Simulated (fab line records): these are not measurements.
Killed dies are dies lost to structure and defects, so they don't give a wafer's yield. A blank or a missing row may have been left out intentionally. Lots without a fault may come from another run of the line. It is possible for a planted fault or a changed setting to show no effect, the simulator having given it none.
Split-lot experiment || flow gf180mcu || 5 lots, 23 wafers read, on a route of 602 steps

## SPLIT DETAILS
At GF_V2_CVD_23 (deposits W, target thk 350 nm, time 104.94 s), the setting tempC was moved away from the recipe's 400 C on 5 of the 23 wafers read, by -1.3% to +1.5%. All remaining wafers had this setting at the recipe value.

## FROM SPLIT TO READING: 1 step shown by the file between the two
- GF_V2_RS_MEAS_24: measures by four-point-probe

## THE READING
V2_W_THK, in nm, at GF_V2_THK_MEAS_25 (measures by xrf). Typical for fault-free wafers on this fab line: 352 nm, with standard deviation 5.1 nm.

{"wafer": "L074.1", "tool, chamber at the split": "cvdW-01, 0", "tempC as run, C": 400, "against the recipe": "recipe", "V2_W_THK, nm": 357, "against lot-mates on the recipe": "-"}
{"wafer": "L074.2", "tool, chamber at the split": "cvdW-01, 1", "tempC as run, C": 400, "against the recipe": "recipe", "V2_W_THK, nm": 355, "against lot-mates on the recipe": "-"}
{"wafer": "L074.3", "tool, chamber at the split": "cvdW-01, 1", "tempC as run, C": 400, "against the recipe": "recipe", "V2_W_THK, nm": 355, "against lot-mates on the recipe": "-"}
{"wafer": "L078.1", "tool, chamber at the split": "cvdW-02, 1", "tempC as run, C": 400, "against the recipe": "recipe", "V2_W_THK, nm": 344, "against lot-mates on the recipe": "-"}
{"wafer": "L078.2", "tool, chamber at the split": "cvdW-02, 0", "tempC as run, C": 400, "against the recipe": "recipe", "V2_W_THK, nm": 348, "against lot-mates on the recipe": "-"}
{"wafer": "L078.3", "tool, chamber at the split": "cvdW-02, 1", "tempC as run, C": 400, "against the recipe": "recipe", "V2_W_THK, nm": 346, "against lot-mates on the recipe": "-"}
{"wafer": "L078.4", "tool, chamber at the split": "cvdW-02, 0", "tempC as run, C": 400, "against the recipe": "recipe", "V2_W_THK, nm": 349, "against lot-mates on the recipe": "-"}
{"wafer": "L078.6", "tool, chamber at the split": "cvdW-02, 1", "tempC as run, C": 400, "against the recipe": "recipe", "V2_W_THK, nm": 341, "against lot-mates on the recipe": "-"}
{"wafer": "L081.1", "tool, chamber at the split": "cvdW-02, 0", "tempC as run, C": 400, "against the recipe": "recipe", "V2_W_THK, nm": 350, "against lot-mates on the recipe": "-"}
{"wafer": "L081.3", "tool, chamber at the split": "cvdW-02, 0", "tempC as run, C": 400, "against the recipe": "recipe", "V2_W_THK, nm": 349, "against lot-mates on the recipe": "-"}
{"wafer": "L081.4", "tool, chamber at the split": "cvdW-02, 1", "tempC as run, C": 400, "against the recipe": "recipe", "V2_W_THK, nm": 349, "against lot-mates on the recipe": "-"}
{"wafer": "L081.5", "tool, chamber at the split": "cvdW-02, 0", "tempC as run, C": 400, "against the recipe": "recipe", "V2_W_THK, nm": 351, "against lot-mates on the recipe": "-"}
{"wafer": "L081.6", "tool, chamber at the split": "cvdW-02, 1", "tempC as run, C": 400, "against the recipe": "recipe", "V2_W_THK, nm": 348, "against lot-mates on the recipe": "-"}
{"wafer": "L082.1", "tool, chamber at the split": "cvdW-02, 1", "tempC as run, C": 394.7, "against the recipe": "-1.3%", "V2_W_THK, nm": 312, "against lot-mates on the recipe": -36}
{"wafer": "L082.3", "tool, chamber at the split": "cvdW-02, 0", "tempC as run, C": 400, "against the recipe": "recipe", "V2_W_THK, nm": 351, "against lot-mates on the recipe": "-"}
{"wafer": "L082.4", "tool, chamber at the split": "cvdW-02, 1", "tempC as run, C": 394.7, "against the recipe": "-1.3%", "V2_W_THK, nm": 313, "against lot-mates on the recipe": -35}
{"wafer": "L082.5", "tool, chamber at the split": "cvdW-02, 0", "tempC as run, C": 400, "against the recipe": "recipe", "V2_W_THK, nm": 345, "against lot-mates on the recipe": "-"}
{"wafer": "L082.6", "tool, chamber at the split": "cvdW-02, 1", "tempC as run, C": 400, "against the recipe": "recipe", "V2_W_THK, nm": 347, "against lot-mates on the recipe": "-"}
{"wafer": "L085.1", "tool, chamber at the split": "cvdW-02, 0", "tempC as run, C": 405.9, "against the recipe": "+1.5%", "V2_W_THK, nm": 384, "against lot-mates on the recipe": "+38"}
{"wafer": "L085.2", "tool, chamber at the split": "cvdW-02, 1", "tempC as run, C": 400, "against the recipe": "recipe", "V2_W_THK, nm": 348, "against lot-mates on the recipe": "-"}
{"wafer": "L085.3", "tool, chamber at the split": "cvdW-02, 0", "tempC as run, C": 405.9, "against the recipe": "+1.5%", "V2_W_THK, nm": 385, "against lot-mates on the recipe": "+40"}
{"wafer": "L085.4", "tool, chamber at the split": "cvdW-02, 1", "tempC as run, C": 405.9, "against the recipe": "+1.5%", "V2_W_THK, nm": 382, "against lot-mates on the recipe": "+36"}
{"wafer": "L085.6", "tool, chamber at the split": "cvdW-02, 1", "tempC as run, C": 400, "against the recipe": "recipe", "V2_W_THK, nm": 343, "against lot-mates on the recipe": "-"}

FIT RESULTS
A straight line over all 23 wafers: V2_W_THK changes by +25.1 nm for each +1% of tempC; r = +0.97; the points scatter about the line by 4 nm.
The same after taking each lot's own level away (the mean of its wafers on the recipe; 23 wafers): +26.1 nm for each +1%; r = +0.99; scatter 2 nm.
That fit puts the effect of the largest move of tempC on the reading at 39 nm.
The span of the lots' own levels, 345.5 to 355.7 nm, comes to 2.0 times the standard deviation stated above.
So the lot-to-lot level changes the slope little: the two slopes agree.
Check: +38.4 nm against its lot-mates is what the line predicts for one of the wafers moved furthest among these (+1.5%) when that wafer is left out of the fit. It came out at +38.5 nm against them.

## THE OTHER SPLITS THESE WAFERS WENT THROUGH
These wafers also went through other splits before the reading. Each is held against what the fit with the lots' levels taken away leaves over:
{"other split on the same wafers": "GF_V2_DEVELOP_13 devTempC", "wafers away from the commonest value": 10, "r with V2_W_THK (lot level and that fit taken away)": -0.38}

## THE WHOLE CHAIN: every reading that the file lists as answering this split, in the file's order
{"step": "GF_V2_CVD_23", "what it does": "deposits W, target thk 350 nm, time 104.94 s", "reading": "W_of_V2_CVD_23.thkNm (the simulator's own value, which no gauge read)", "change (the file's fit)": "+25.6 nm for each +1% of the setting", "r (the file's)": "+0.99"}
{"step": "GF_V2_RS_MEAS_24", "what it does": "measures by four-point-probe", "reading": "V2_W_RS", "change (the file's fit)": "-0.0248 for each +1% of the setting", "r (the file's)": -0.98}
{"step": "GF_V2_THK_MEAS_25", "what it does": "measures by xrf", "reading": "V2_W_THK", "change (the file's fit)": "+26.3 for each +1% of the setting", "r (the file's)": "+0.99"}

## FILE'S OWN FIT
V2_W_THK changes by +26.3 nm for each +1% of tempC, r = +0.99.
